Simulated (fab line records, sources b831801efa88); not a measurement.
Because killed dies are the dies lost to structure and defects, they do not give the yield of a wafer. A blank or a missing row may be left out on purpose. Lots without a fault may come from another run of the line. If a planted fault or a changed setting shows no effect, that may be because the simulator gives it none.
Which tool is to blame?    flow sky130    39 wafers from 13 lots sampled at 3 of the route's 708 steps

WHAT THE GAUGES SHOWED, per wafer
SKY_VIA2_CD_MEAS_12: target cd 200 nm. Usual: 199.8 nm for cdNm, sd 1.6.
lot   measured      on        cdNm (nm)          flag
L313  day 36 20:07  cdSem-02  200.1 201.4 201.3  
L315  day 37 04:12  cdSem-02  202.7 203.5 202.4  
L316  day 37 15:36  cdSem-02  202.1 201.5 202.9  
L317  day 37 16:56  cdSem-02  200.3 200.6 200.7  
L318  day 38 03:50  cdSem-01  201.4 200.8 201.6  
L319  day 39 04:29  cdSem-01  198.5 199.7 198.5  
L326  day 41 01:17  cdSem-01  199.3 199.8 200.1  
L327  day 41 08:32  cdSem-02  198.7 199.9 198.4  
L328  day 41 21:17  cdSem-02  199.4 198.9 197.5  
L331  day 42 05:53  cdSem-01  201.2 200.7 200.0  
L330  day 42 09:43  cdSem-02  196.7 199.2 198.6  
L333  day 42 16:43  cdSem-01  200.7 201.2 201.4  
L334  day 42 23:54  cdSem-01  198.1 197.6 197.8  

WHAT TOOL EACH LOT RAN ON (gives the tool, then ch and the chambers of the sampled wafers, and finally the start)
lot   SKY_LI_CONTACT_STRIP_16              SKY_METAL2_SPUTTER_02
L313  plasmaAsher-04 ch 0,1, day 29 18:31  pvdSputter-01, day 34 14:43
L315  plasmaAsher-04 ch 0,1, day 30 04:26  pvdSputter-03, day 34 23:14
L316  plasmaAsher-04 ch 0,1, day 30 15:44  pvdSputter-02, day 35 10:12
L317  plasmaAsher-04 ch 0,1, day 30 16:53  pvdSputter-02, day 35 11:41
L318  plasmaAsher-02 ch 0,1, day 31 03:41  pvdSputter-03, day 35 22:33
L319  plasmaAsher-04 ch 0,1, day 32 06:40  pvdSputter-01, day 36 23:16
L326  plasmaAsher-03 ch 0,1, day 34 07:07  pvdSputter-03, day 38 23:18
L327  plasmaAsher-04 ch 0,1, day 34 15:17  pvdSputter-01, day 39 06:57
L328  plasmaAsher-04 ch 0,1, day 35 08:28  pvdSputter-01, day 39 21:06
L331  plasmaAsher-03 ch 0,1, day 35 15:08  pvdSputter-01, day 40 04:10
L330  plasmaAsher-03 ch 0,1, day 35 19:56  pvdSputter-01, day 40 09:14
L333  plasmaAsher-03 ch 0,1, day 36 02:17  pvdSputter-01, day 40 15:23
L334  plasmaAsher-04 ch 0,1, day 36 12:34  pvdSputter-03, day 41 00:06
- SKY_LI_CONTACT_STRIP_16: strips in O2/N2.
- SKY_METAL2_SPUTTER_02: material AlCu, target thk 250 nm, time 13.3 s.

WHAT THE TOOLS THEMSELVES READ (means of the sampled wafers that have a number; where no wafer has one, the mark that the record gives instead)
SKY_LI_CONTACT_STRIP_16. Usual: drypumpMotorCurrentA 5.6 A, standard deviation 0.43; n2FlowSccm 300.0 sccm, standard deviation 0.92; o2FlowSccm 2999 sccm, standard deviation 8.7; oesProductAu 0.376 a.u., standard deviation 0.0045; stripTimeToEndpointS 3.488 s, standard deviation 0.028.
lot   tool            drypumpMotorCurrentA (A)  n2FlowSccm (sccm)  o2FlowSccm (sccm)  oesProductAu (a.u.)  stripTimeToEndpointS (s)  flag
L313  plasmaAsher-04  5.6                       300.7              3001               0.376                3.464                     
L315  plasmaAsher-04  5.6                       300.5              3003               0.374                3.517                     
L316  plasmaAsher-04  5.6                       300.4              3000               0.378                3.471                     
L317  plasmaAsher-04  5.6                       300.6              3001               0.373                3.505                     
L318  plasmaAsher-02  5.8                       300.4              3002               0.378                3.498                     
L319  plasmaAsher-04  5.3                       300.1              2993               0.378                3.501                     
L326  plasmaAsher-03  5.8                       299.6              3001               0.375                3.490                     
L327  plasmaAsher-04  5.3                       300.1              2997               0.375                3.475                     
L328  plasmaAsher-04  5.6                       299.8              3003               0.376                3.495                     
L331  plasmaAsher-03  5.7                       299.9              2992               0.376                3.487                     
L330  plasmaAsher-03  5.8                       299.0              3004               0.375                3.458                     
L333  plasmaAsher-03  5.8                       300.9              2997               0.375                3.487                     
L334  plasmaAsher-04  5.3                       300.1              2992               0.376                3.490                     

SKY_METAL2_SPUTTER_02. Usual: 29.6 % for throttleValvePct, sd 0.55.
lot   tool           throttleValvePct (%)  flag
L313  pvdSputter-01  29.5                  
L315  pvdSputter-03  29.8                  
L316  pvdSputter-02  29.4                  
L317  pvdSputter-02  29.0                  
L318  pvdSputter-03  29.7                  
L319  pvdSputter-01  29.9                  
L326  pvdSputter-03  29.1                  
L327  pvdSputter-01  30.1                  
L328  pvdSputter-01  29.5                  
L331  pvdSputter-01  29.7                  
L330  pvdSputter-01  29.9                  
L333  pvdSputter-01  30.0                  
L334  pvdSputter-03  30.0                  

THE ANSWER, worked out from the rows above alone
Rule: a lot counts as off when the mean over its wafers that have a number is more than 3 standard deviations away from the usual mean. A lot without any number at a reading at which 4 lots or more have one is off too. The other lots that the step has rows for count as sound. Order of review: gauges by route order, followed by the tools' own readings, for which a lot's mean as printed above is used. At the first step where some lot is off, the reading lying furthest off is the one used; lots without a number count as furthest.
Nothing can be told from this: no lot is off at any reading shown.

WHAT THE SIMULATOR HAD INSERTED
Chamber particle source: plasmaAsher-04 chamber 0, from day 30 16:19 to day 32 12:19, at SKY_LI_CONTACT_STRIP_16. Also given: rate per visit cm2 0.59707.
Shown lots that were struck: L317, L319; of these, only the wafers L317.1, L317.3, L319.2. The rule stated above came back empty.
